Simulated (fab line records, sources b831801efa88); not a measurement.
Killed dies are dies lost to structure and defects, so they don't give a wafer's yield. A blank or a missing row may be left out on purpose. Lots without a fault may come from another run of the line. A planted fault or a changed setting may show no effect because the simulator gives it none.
A struck lot beside a sound one | flow sky130 | 43 steps out of a route of 708
Sound: wafers L789.2, L789.4, L789.6. Struck: wafers L800.2, L800.4. (L800.3 of the same lot was not struck and is left out.) The cause comes at the end.
At each step with rows: each side's tool, then ch and its chambers, then its first start. Under that, the readings that differ: sound wafers | struck wafers | difference of the means | sigmas: that difference in standard deviations of wafers without a fault.
alike: readings whose means differ by less than 2 such deviations, and words and numbers that are the same on both sides. not compared: withheld readings, readings that some wafer has no value for, bounds like >300 that may hide the same value, and numbers for which the record gives no deviation and whose values overlap.
The two part at a step that has a row with sigmas, a row that says differs or no value, or rows on one side only. Numbers that don't overlap but have no deviation are shown without sigmas and don't part them. A reading that every wafer of one side lacks parts them only if that side has two wafers or more.

first, 7 steps without rows for these wafers: SKY_POLY_GATE_HMDS_06 (prime time 60 s); SKY_POLY_GATE_COAT_07 (resist thk 110 nm); SKY_POLY_GATE_COAT_08 (resist thk 450 nm); SKY_POLY_GATE_SOFTBAKE_09 (time 90 s); SKY_POLY_GATE_EXPOSE_10 (exposes mask P1M, target cd 150 nm); SKY_POLY_GATE_PEB_11; SKY_POLY_GATE_DEVELOP_12 (develop time 60 s).
SKY_POLY_GATE_CD_MEAS_13: target cd 150 nm.
  sound on cd_sem-01, day 17 01:23; struck on cd_sem-02, day 21 03:50
  alike: cd_nm
SKY_POLY_GATE_OVL_MEAS_14:
  sound on overlay-01, day 17 01:30; struck on overlay-01, day 21 03:56
  alike: POLY_GATE_OVL
SKY_POLY_GATE_ETCH_15: etches BARC in N2/H2, stops on SiO2, time 118.5 s, target depth 110 nm.
  sound on rie_diel-01 ch 1,2, day 17 01:32; struck on rie_diel-04 ch 1,3, day 21 03:58
  alike: drypump_motor_current_A, oes_product_au, throttle_valve_pct
  not compared: rf_hours_counter_h
SKY_POLY_GATE_ETCH_16: etches Si3N4 in CH3F/O2, stops on poly-Si, time 147.5 s, target depth 75 nm.
  sound on rie_diel-01 ch 1,2, day 17 01:37; struck on rie_diel-04 ch 1,3, day 21 04:03
  alike: drypump_motor_current_A, oes_product_au, throttle_valve_pct
  not compared: rf_hours_counter_h
SKY_POLY_GATE_ETCH_17: etches poly-Si in HBr/Cl2, stops on SiO2, target depth 180 nm, time 70.5 s.
  sound on rie_si-02 ch 1,3, day 17 01:43; struck on rie_si-02 ch 0,3, day 21 04:09
  alike: drypump_motor_current_A, oes_product_au, throttle_valve_pct
  not compared: rf_hours_counter_h
SKY_POLY_GATE_STRIP_18: strips in O2/N2.
  sound on plasma_asher-03 ch 0, day 17 01:46; struck on plasma_asher-03 ch 0, day 21 04:12
  alike: drypump_motor_current_A, oes_product_au, strip_time_to_endpoint_s
  not compared: rf_hours_counter_h
then, 2 steps without rows for these wafers: SKY_POLY_GATE_CLEAN_19 (cleans in SC1/SC2, time 150 s); SKY_POLY_GATE_OXIDATION_20 (stabilise 600 s, purge 300 s, target thk 4 nm).
SKY_POLY_GATE_THK_MEAS_21:
  sound on film_metro-01, day 17 04:42; struck on film_metro-01, day 21 05:40
  alike: POLY_GATE_OXIDATION_THK
SKY_POLY_GATE_CD_MEAS_22:
  sound on cd_sem-01, day 17 04:47; struck on cd_sem-02, day 21 05:45
  alike: cd_nm
then, 7 steps without rows for these wafers: SKY_LDD_N_DEHYDRATE_00 (time 60 s); SKY_LDD_N_HMDS_01 (prime time 60 s); SKY_LDD_N_COAT_02 (resist thk 300 nm); SKY_LDD_N_SOFTBAKE_03 (time 60 s); SKY_LDD_N_EXPOSE_04 (exposes mask NTM, target cd 840 nm); SKY_LDD_N_PEB_05; SKY_LDD_N_DEVELOP_06 (develop time 60 s).
SKY_LDD_N_OVL_MEAS_07:
  sound on overlay-02, day 18 10:16; struck on overlay-01, day 22 12:20
  alike: LDD_N_OVL
then, 8 steps without rows for these wafers: SKY_LDD_N_IMPLANT_08; SKY_LDD_N_IMPLANT_09; SKY_LDD_N_IMPLANT_10; SKY_LDD_N_IMPLANT_11; SKY_LDD_N_IMPLANT_12; SKY_LDD_N_IMPLANT_13; SKY_LDD_N_IMPLANT_14; SKY_LDD_N_IMPLANT_15.
SKY_LDD_N_STRIP_16: strips in O2/N2.
  sound on plasma_asher-02 ch 0,1, day 18 11:30; struck on plasma_asher-02 ch 0, day 22 13:34
  reading                      | sound             | struck      | difference | sigmas
  strip_time_to_endpoint_s (s) | 4.331 4.340 4.317 | 4.290 4.300 | -0.034     | -2
  alike: drypump_motor_current_A, oes_product_au
  not compared: rf_hours_counter_h
SKY_LDD_N_TW_MEAS_17:
  sound on film_metro-03, day 18 11:37; struck on film_metro-04, day 22 13:41
  alike: LDD_N_TW
then, 7 steps without rows for these wafers: SKY_LDD_P_DEHYDRATE_00 (time 60 s); SKY_LDD_P_HMDS_01 (prime time 60 s); SKY_LDD_P_COAT_02 (resist thk 1140 nm); SKY_LDD_P_SOFTBAKE_03 (time 60 s); SKY_LDD_P_EXPOSE_04 (exposes mask PSDM, target cd 380 nm); SKY_LDD_P_PEB_05; SKY_LDD_P_DEVELOP_06 (develop time 60 s).
-- the record jumps here: 26 days lie between the struck wafers' starts before and after (it left off in module LDD_P and takes up again in module PAD_OPEN, whose first step shown is number 708 of the route) --
SKY_PAD_OPEN_PROBE_99:
  sound on prober-02, day 46 06:05; struck on prober-01, day 49 00:04
  reading             | sound    | struck                                            | difference                   | sigmas
  hold                | - - -    | await_dispo/9.7h/release await_dispo/9.7h/release | no value on the sound wafers |
  killed_at_front_end | 19 14 13 | 65 73                                             | +54                          | +11
  killed_dies         | 98 91 80 | 116 146                                           | +41                          | +4
  alike: killed_at_M0_to_M3, killed_at_M4_up, killed_at_contacts, killed_at_other, killed_open, killed_short

WHERE THEY PART
First at SKY_LDD_N_STRIP_16; last, within this record, at SKY_PAD_OPEN_PROBE_99.

WHY: what the simulator had put in
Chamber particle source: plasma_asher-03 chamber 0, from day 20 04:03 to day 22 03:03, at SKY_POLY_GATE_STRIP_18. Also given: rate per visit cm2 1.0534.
